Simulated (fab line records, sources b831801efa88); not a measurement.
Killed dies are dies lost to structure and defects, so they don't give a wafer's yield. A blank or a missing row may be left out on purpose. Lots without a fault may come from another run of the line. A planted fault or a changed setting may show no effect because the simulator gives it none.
Chamber matching | flow sfq_line | SFQ_TRILAYER_I4_CMP_CMP_100 on cmp-01: 4 sister chambers
The step polishes SiO2. 4 wafers are shown with their chamber, then 7 later ones without.

WAFERS WITH THEIR CHAMBER
wafer  | chamber | motor_current_A (A)
L333.4 | 1       | 11.3
L333.6 | 2       | 9.6
L335.3 | 0       | 10.3
L335.4 | 3       | 11.2

WAFERS WITHOUT THEIR CHAMBER
wafer  | motor_current_A (A)
L335.6 | 10.0
L336.3 | 8.9
L336.4 | 11.4
L336.6 | 10.0
L337.2 | 10.2
L337.3 | 10.5
L337.4 | 11.1

WHICH CHAMBER EACH WENT THROUGH
wafer  | from the rows above          | in truth
L335.6 | can't be placed: 0 or 2      | 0
L336.3 | 2                            | 2
L336.4 | can't be placed: 1 or 3      | 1
L336.6 | can't be placed: 0 or 2      | 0
L337.2 | can't be placed: 0 or 2      | 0
L337.3 | can't be placed: 0 or 3 or 1 | 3
L337.4 | can't be placed: 3 or 1      | 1
Placed correctly: 1 of 7. Can't be placed from these rows: 6 (the true chamber is among the candidates in 6). Placed wrongly: 0.
How it was worked out, from the rows above alone: a wafer's distance from a chamber is the root of the sum, over the readings, of the square of ((its reading less the chamber's mean) divided by the reading's scatter). The wafer belongs to the nearest chamber; if the next one is less than 2 further off, it can't be placed. A chamber's mean is the mean of its shown wafers. The scatter: with one shown wafer a chamber, the root of the mean of the squares of how far each hidden wafer lies from its nearest shown one.
